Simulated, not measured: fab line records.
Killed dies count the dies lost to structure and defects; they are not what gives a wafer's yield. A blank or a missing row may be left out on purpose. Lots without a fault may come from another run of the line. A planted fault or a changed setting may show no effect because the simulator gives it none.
What tool caused it? || flow sky130 || Sampling: 14 lots, 42 wafers, 2 of 708 route steps

## WHAT THE GAUGES READ, wafer by wafer
SKY_LOCAL_INTERCONNECT_OVL_MEAS_12. Usual: LOCAL_INTERCONNECT_OVL 1 nm, standard deviation 4.4.
{"lot": "L447", "measured": "day 30 15:39", "on": "overlay-01", "LOCAL_INTERCONNECT_OVL (nm)": "0 2 3", "flag": ""}
{"lot": "L448", "measured": "day 30 16:58", "on": "overlay-01", "LOCAL_INTERCONNECT_OVL (nm)": "-6 -4 -2", "flag": ""}
{"lot": "L450", "measured": "day 31 11:51", "on": "overlay-01", "LOCAL_INTERCONNECT_OVL (nm)": "0 -5 -8", "flag": ""}
{"lot": "L454", "measured": "day 33 18:19", "on": "overlay-01", "LOCAL_INTERCONNECT_OVL (nm)": "-2 -3 -10", "flag": ""}
{"lot": "L453", "measured": "day 33 20:39", "on": "overlay-01", "LOCAL_INTERCONNECT_OVL (nm)": "-3 -3 0", "flag": ""}
{"lot": "L456", "measured": "day 33 21:10", "on": "overlay-01", "LOCAL_INTERCONNECT_OVL (nm)": "-2 -4 2", "flag": ""}
{"lot": "L455", "measured": "day 33 22:01", "on": "overlay-01", "LOCAL_INTERCONNECT_OVL (nm)": "8 9 4", "flag": ""}
{"lot": "L458", "measured": "day 34 10:22", "on": "overlay-01", "LOCAL_INTERCONNECT_OVL (nm)": "-2 1 5", "flag": ""}
{"lot": "L459", "measured": "day 34 15:03", "on": "overlay-01", "LOCAL_INTERCONNECT_OVL (nm)": "4 -2 -9", "flag": ""}
{"lot": "L460", "measured": "day 34 20:45", "on": "overlay-02", "LOCAL_INTERCONNECT_OVL (nm)": "6 7 3", "flag": ""}
{"lot": "L464", "measured": "day 35 22:24", "on": "overlay-02", "LOCAL_INTERCONNECT_OVL (nm)": "5 -2 -2", "flag": ""}
{"lot": "L466", "measured": "day 36 19:51", "on": "overlay-01", "LOCAL_INTERCONNECT_OVL (nm)": "-1 3 5", "flag": ""}
{"lot": "L468", "measured": "day 36 23:46", "on": "overlay-01", "LOCAL_INTERCONNECT_OVL (nm)": "-1 -1 2", "flag": ""}
{"lot": "L469", "measured": "day 37 11:55", "on": "overlay-02", "LOCAL_INTERCONNECT_OVL (nm)": "-7 -5 1", "flag": ""}

SKY_CONTACT_BOW_MEAS_05. Usual: CONTACT_BOW 83 um, standard deviation 6.9.
{"lot": "L447", "measured": "day 30 17:02", "on": "filmMetro-01", "CONTACT_BOW (um)": "81 88 63", "flag": ""}
{"lot": "L448", "measured": "day 30 18:18", "on": "filmMetro-03", "CONTACT_BOW (um)": "76 97 75", "flag": ""}
{"lot": "L450", "measured": "day 31 13:07", "on": "filmMetro-03", "CONTACT_BOW (um)": "81 81 84", "flag": ""}
{"lot": "L454", "measured": "day 33 19:46", "on": "filmMetro-03", "CONTACT_BOW (um)": "85 78 82", "flag": ""}
{"lot": "L453", "measured": "day 33 21:59", "on": "filmMetro-03", "CONTACT_BOW (um)": "78 89 86", "flag": ""}
{"lot": "L456", "measured": "day 33 22:38", "on": "filmMetro-02", "CONTACT_BOW (um)": "79 93 80", "flag": ""}
{"lot": "L455", "measured": "day 33 23:17", "on": "filmMetro-03", "CONTACT_BOW (um)": "87 89 85", "flag": ""}
{"lot": "L458", "measured": "day 34 11:40", "on": "filmMetro-02", "CONTACT_BOW (um)": "82 90 76", "flag": ""}
{"lot": "L459", "measured": "day 34 16:19", "on": "filmMetro-01", "CONTACT_BOW (um)": "82 84 86", "flag": ""}
{"lot": "L460", "measured": "day 34 22:01", "on": "filmMetro-01", "CONTACT_BOW (um)": "83 80 68", "flag": ""}
{"lot": "L464", "measured": "day 35 23:41", "on": "filmMetro-02", "CONTACT_BOW (um)": "87 86 73", "flag": ""}
{"lot": "L466", "measured": "day 36 21:09", "on": "filmMetro-02", "CONTACT_BOW (um)": "86 78 82", "flag": ""}
{"lot": "L468", "measured": "day 37 01:10", "on": "filmMetro-03", "CONTACT_BOW (um)": "86 74 77", "flag": ""}
{"lot": "L469", "measured": "day 37 13:19", "on": "filmMetro-02", "CONTACT_BOW (um)": "84 74 76", "flag": ""}

## WHAT TOOL EACH LOT RAN ON (gives the tool, then ch and the chambers of the sampled wafers, and finally the start)
Before these readings, the record contains no process step.

## AS READ BY THE TOOLS THEMSELVES (means over the sampled wafers that have a number; for cases with no such wafer, the mark the record gives instead)
The record holds no such reading with a usual standard deviation.

## THE ANSWER, worked out from the rows above alone
Rule: take the mean of a lot's wafers that have a number; if it is more than 3 standard deviations from the usual mean, the lot is off. Also off: a lot with no number at a reading for which 4 or more lots have one. Where the step has rows for the other lots, those lots are counted as sound. The gauges are gone through in route order, then the tools' own readings, and for those a lot's mean is taken as printed above. At the first step where some lot is off, the reading lying furthest off is the one used; lots without a number count as furthest.
None of the lots is off at any reading shown; this tells nothing.

## WHAT THE SIMULATOR HAD INSERTED
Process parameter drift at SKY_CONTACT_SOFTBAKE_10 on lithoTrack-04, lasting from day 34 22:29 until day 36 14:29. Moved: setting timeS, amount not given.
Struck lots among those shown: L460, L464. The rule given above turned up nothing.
